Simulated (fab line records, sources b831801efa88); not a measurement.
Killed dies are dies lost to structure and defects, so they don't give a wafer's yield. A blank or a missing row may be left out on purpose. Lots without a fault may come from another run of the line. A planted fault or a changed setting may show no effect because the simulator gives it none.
Which tool did it? | flow gf180mcu | 12 lots, 36 wafers sampled, at 3 steps of a route of 602

WHAT THE GAUGES READ, wafer by wafer
GF_MVSD_TW_MEAS_11.
lot  | measured    | on            | MVSD_TW
L975 | day 4 14:53 | film_metro-01 | 1571 1571 1583
L977 | day 4 23:32 | film_metro-01 | 1575 1580 1573
L978 | day 5 04:14 | film_metro-01 | 1582 1578 1575
L979 | day 5 08:51 | film_metro-01 | 1575 1579 1583
L980 | day 5 14:17 | film_metro-02 | 1601 1600 1603
L981 | day 5 19:56 | film_metro-03 | 1588 1587 1599
L982 | day 6 03:56 | film_metro-03 | 1591 1600 1585
L983 | day 6 07:33 | film_metro-01 | 1579 1580 1583
L986 | day 7 00:07 | film_metro-03 | 1457 1450 1447
L987 | day 7 06:51 | film_metro-01 | 1450 1443 1438
L988 | day 7 14:23 | film_metro-03 | 1598 1592 1591
L990 | day 8 00:18 | film_metro-01 | 1580 1578 1590

GF_VT_IMPLANT_RS_MEAS_46: measures by four-point-probe.
lot  | measured     | on            | MVSD_RS (ohm/sq)
L975 | day 7 16:58  | film_metro-02 | 458.3 457.9 458.5
L977 | day 8 03:08  | film_metro-02 | 456.7 456.7 458.1
L978 | day 8 08:58  | film_metro-01 | 457.8 456.8 457.2
L979 | day 8 13:06  | film_metro-03 | 455.9 456.4 455.8
L980 | day 8 19:47  | film_metro-02 | 457.0 457.4 456.9
L981 | day 9 03:36  | film_metro-01 | 456.6 456.3 457.3
L982 | day 9 11:33  | film_metro-03 | 454.9 455.5 454.7
L983 | day 9 16:07  | film_metro-03 | 456.5 454.8 456.0
L986 | day 10 11:56 | film_metro-01 | 544.1 547.0 545.4
L987 | day 10 19:34 | film_metro-03 | 541.2 541.6 543.2
L988 | day 11 03:13 | film_metro-01 | 457.0 456.7 456.8
L990 | day 11 15:31 | film_metro-01 | 456.3 457.3 456.7

WHICH TOOL RAN EACH LOT (tool, then ch and the chambers of the sampled wafers, then the start)
lot  | GF_MVSD_IMPLANT_08
L975 | implanter-02 ch 0, day 4 14:30
L977 | implanter-04 ch 0, day 4 23:08
L978 | implanter-04 ch 0, day 5 03:51
L979 | implanter-04 ch 0, day 5 08:30
L980 | implanter-03 ch 0, day 5 13:55
L981 | implanter-04 ch 0, day 5 19:32
L982 | implanter-04 ch 0, day 6 03:32
L983 | implanter-04 ch 0, day 6 07:12
L986 | implanter-04 ch 0, day 6 23:43
L987 | implanter-04 ch 0, day 7 06:28
L988 | implanter-02 ch 0, day 7 14:00
L990 | implanter-03 ch 0, day 7 23:55
- GF_MVSD_IMPLANT_08

WHAT THE TOOLS THEMSELVES READ (means of the sampled wafers that have a number; where no wafer has one, the mark that the record gives instead)
GF_MVSD_IMPLANT_08.
lot  | tool         | dose_ions_cm2 | faraday_current_uA
L975 | implanter-02 | 1.6018e+13    | 90.0
L977 | implanter-04 | 1.5997e+13    | 90.1
L978 | implanter-04 | 1.6014e+13    | 90.9
L979 | implanter-04 | 1.5980e+13    | 89.8
L980 | implanter-03 | 1.6001e+13    | 90.6
L981 | implanter-04 | 1.6010e+13    | 92.5
L982 | implanter-04 | 1.6003e+13    | 89.6
L983 | implanter-04 | 1.5984e+13    | 89.8
L986 | implanter-04 | 1.1269e+13    | 64.4
L987 | implanter-04 | 1.1270e+13    | 63.1
L988 | implanter-02 | 1.5993e+13    | 93.2
L990 | implanter-03 | 1.6025e+13    | 89.5

THE ANSWER, worked out from the rows above alone
Rule: what is usual is taken from the lots themselves. Put in order of their means at a reading, lots are off if they are a third of the lots or fewer, leave a main group of 4 or more, and stand apart from it by a gap of 3 or more times the standard deviation of the main group's means; of several such gaps the widest counts. A main group whose means are all the same, to the digits that the tables above print for the reading, isn't used. A lot without any number at a reading at which 4 lots or more have one is off too. The other lots that the step has rows for count as sound. The gauges are gone through in route order, then the tools' own readings, and for those a lot's mean is taken as printed above. The first step at which some lot is off is used, and at that step the reading that is off furthest; a lot without a number counts as furthest.
Off: L986, L987, at GF_MVSD_TW_MEAS_11 (MVSD_TW). The main group: mean 1585, standard deviation 8.5.
A tool fits if, at a process step before that reading, it ran every lot that is off, and no sound lot after the first of them. The gauges at GF_MVSD_TW_MEAS_11 aren't tried: what is off there is off at GF_MVSD_IMPLANT_08 too, on other tools, and a gauge's error can't cause that. One fits: implanter-04 at GF_MVSD_IMPLANT_08. Its last sound lot is L983 (day 6 07:12), its first lot that is off L986 (day 6 23:43): a fault that began between those two fits.
The tool's own readings at GF_MVSD_IMPLANT_08 bear it out: on the lots that are off they differ by more than 5 times the standard deviation of the sound lots' means. dose_ions_cm2 reads 1.1270e+13 there against 1.6002e+13 on the sound lots; faraday_current_uA reads 63.8 there against 90.6 on the sound lots.

WHAT THE SIMULATOR HAD PUT IN
Process parameter drift: implanter-04, from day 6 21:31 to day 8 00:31, at GF_MVSD_IMPLANT_08. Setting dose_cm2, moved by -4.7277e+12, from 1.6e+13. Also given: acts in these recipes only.
Lots struck among those shown: L986, L987. The rule above found the same.
